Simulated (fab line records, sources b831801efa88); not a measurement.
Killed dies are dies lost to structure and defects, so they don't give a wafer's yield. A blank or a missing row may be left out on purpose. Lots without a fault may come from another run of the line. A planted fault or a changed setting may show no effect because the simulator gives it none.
A struck lot beside a sound one | flow gf180mcu | 14 steps out of a route of 602
Sound: wafers L197.1, L197.3, L197.4. Struck: wafers L201.1, L201.4, L201.5. The cause comes at the end.
At each step with rows: each side's tool, then ch and its chambers, then its first start. Under that, the readings that differ: sound wafers | struck wafers | difference of the means | sigmas: that difference in standard deviations of wafers without a fault.
alike: readings whose means differ by less than 2 such deviations, and words and numbers that are the same on both sides. not compared: withheld readings, readings that some wafer has no value for, bounds like >300 that may hide the same value, and numbers for which the record gives no deviation and whose values overlap.
The two part at a step that has a row with sigmas, a row that says differs or no value, or rows on one side only. Numbers that don't overlap but have no deviation are shown without sigmas and don't part them. A reading that every wafer of one side lacks parts them only if that side has two wafers or more.

first, 2 steps without rows for these wafers: GF_M3_CLEAN_19 (cleans in DIW); GF_V3_CVD_00 (deposits SiO2, target thk 600 nm, time 100 s).
GF_V3_THK_MEAS_01:
  sound on film_metro-02, day 22 02:20; struck on film_metro-03, day 23 15:32
  alike: V3_CVD_00_THK
GF_V3_CVD_02: deposits SiO2 from TEOS, target thk 850 nm, time 94.851 s.
  sound on pecvd-02 ch 0,2, day 22 02:23; struck on pecvd-03 ch 0,1,2, day 23 15:36
  alike: heater_power_w
  not compared: since_wet_clean_h
GF_V3_THK_MEAS_03:
  sound on film_metro-04, day 22 02:28; struck on film_metro-02, day 23 15:40
  alike: V3_CVD_02_THK
GF_V3_CMP_04: polishes SiO2.
  sound on cmp-02 ch 0,2,3, day 22 02:31; struck on cmp-02 ch 2,3, day 23 15:44
  alike: motor_current_A, platen_rpm, slurry_filter_dp_kPa, time_to_endpoint_s
GF_V3_BOW_MEAS_05:
  sound on film_metro-02, day 22 02:49; struck on film_metro-02, day 23 16:02
  alike: V3_BOW
then, 5 steps without rows for these wafers: GF_V3_DEHYDRATE_06 (time 60 s); GF_V3_HMDS_07 (prime time 60 s); GF_V3_COAT_08; GF_V3_COAT_09 (resist thk 1000 nm); GF_V3_SOFTBAKE_10 (time 60 s).
GF_V3_EXPOSE_11: exposes mask Via3, target cd 260 nm.
  sound on krf_scanner-02 ch 0, day 22 14:50; struck on krf_scanner-02, day 24 03:04
  no value came back on the struck wafers for exposure_dose_mJ_cm2, focus_offset_nm (nm), na; on the sound wafers exposure_dose_mJ_cm2 reads 38.11 38.09 38.11
  alike: mask
then, 1 step without rows for these wafers: GF_V3_PEB_12 (peb time 87.84 s).

WHERE THEY PART
Only at GF_V3_EXPOSE_11, within this record.

WHY: what the simulator had put in
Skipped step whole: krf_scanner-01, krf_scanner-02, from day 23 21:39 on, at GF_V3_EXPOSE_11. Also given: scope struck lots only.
